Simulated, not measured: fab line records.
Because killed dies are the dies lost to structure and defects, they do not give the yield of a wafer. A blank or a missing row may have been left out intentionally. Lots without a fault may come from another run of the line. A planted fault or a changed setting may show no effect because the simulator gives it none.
Code-filled problem report in 8D (eight disciplines) form :: flow gf180mcu :: the parts of the form that need people (team, actions taken, sign-off) are left out

## 1. THE ISSUE
HV_LDD_3_TW at GF_HV_LDD_TW_MEAS_38 reads a mean of 1748 on 6 wafers of 2 lots; wafers without a fault read 1420 with a standard deviation of 17. Relative to the usual mean, that is a shift of +19 standard deviations.
First seen on wafer L490.2, day 16 22:01, on film metro-02. The record holds 36 wafers of 12 lots with a number at this step. By rule, "out" or "out of limits" means more than 4 standard deviations away from the usual mean. The other wafers with a number count as sound.

## 2. WHAT THIS IS AND IS NOT
question: which readings at this step
is: HV_LDD_3_TW
is not: -

question: which lots
is: L490, L492
is not: L479, L480, L481, L482, L485, L486, L491, L496, L497, L501

question: which wafers of those lots
is: all that have a number
is not: -

question: read on which gauges
is: film metro-02, film metro-03
is not: film metro-04

question: when
is: from day 16 22:01
is not: up to then (18 sound wafers); but 12 sound wafers of L491, L496, L497, L501 came after

## 3. THE SUSPECTS, EACH WITH WHAT RULES IT OUT
Counting: any tool at a process step up to the reading is kept as a suspect provided that every lot that is out went through it and no sound lot did after the first of them.
- ruled out: the gauge at GF_HV_LDD_TW_MEAS_38. The wafers that are out were read on 2 gauges (film metro-02, film metro-03).
- rie diel-02 at GF_POLY_GATE_ETCH_12 (etches BARC in N2/H2): ruled out as a lasting fault. The sound lots L491 went through it after L490, its earliest lot that is out (day 13 21:20).
- implanter-01 at GF_HV_LDD_IMPLANT_36: kept. Every lot that is out went through it, starting with L490 (day 16 21:47), and after that it ran no sound lot; the last sound lot it ran before then is L486 (day 15 13:52). Its own readings are out on those wafers: dose ions cm2, faraday current uA.
Remaining after the count: implanter-01 at GF_HV_LDD_IMPLANT_36.

## 4. THE CAUSE (what the simulator had put in)
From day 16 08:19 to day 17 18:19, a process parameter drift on implanter-01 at GF_HV_LDD_IMPLANT_36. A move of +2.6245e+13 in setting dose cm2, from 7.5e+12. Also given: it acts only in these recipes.
This tool alone remained once counting was done.

## 5. SEQUENCE OF EFFECTS, ordered by route
Each row: a reading whose mean over the struck wafers that have a number lies more than 3 standard deviations from the usual. Readings are gone through only where the record gives a usual standard deviation; hours: the median, over the lots, of the time from a lot's start at the first step in this table giving one to that lot's start at this step; sigmas: the change measured in usual standard deviations.
hours: 0
step: GF_HV_LDD_IMPLANT_36
reading: dose ions cm2
usual: 7.499e+12
on struck wafers: 3.374e+13
change: +2.624e+13
sigmas: +99 or more

hours: 0
step: GF_HV_LDD_IMPLANT_36
reading: faraday current uA
usual: 42.2
on struck wafers: 189.4
change: +147.2
sigmas: +99 or more

hours: 0
step: GF_HV_LDD_TW_MEAS_38
reading: HV_LDD_3_TW
usual: 1420
on struck wafers: 1748
change: +328
sigmas: +19

hours: 26
step: GF_HV_LDD_RS_MEAS_53
reading: HV_LDD_RS
usual: 426.9 ohm/sq
on struck wafers: 366.1
change: -60.8
sigmas: -69
The process steps in it:
- GF_HV_LDD_IMPLANT_36

## 6. WHAT WOULD HAVE CAUGHT IT SOONER
14 hours passed between the start of the fault at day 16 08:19 and the first reading out of limits at a measuring or inspecting step in this record, taken at day 16 22:01.
Tool's own readings at GF_HV_LDD_IMPLANT_36, dose ions cm2, faraday current uA: out on all struck wafers the step has rows for; an alarm limit on them would have tripped on the first.
Among the 2 lots that are out, L492 began GF_HV_LDD_IMPLANT_36 on implanter-01 after day 16 22:01. Had the tool been put on hold then, it would have been spared.
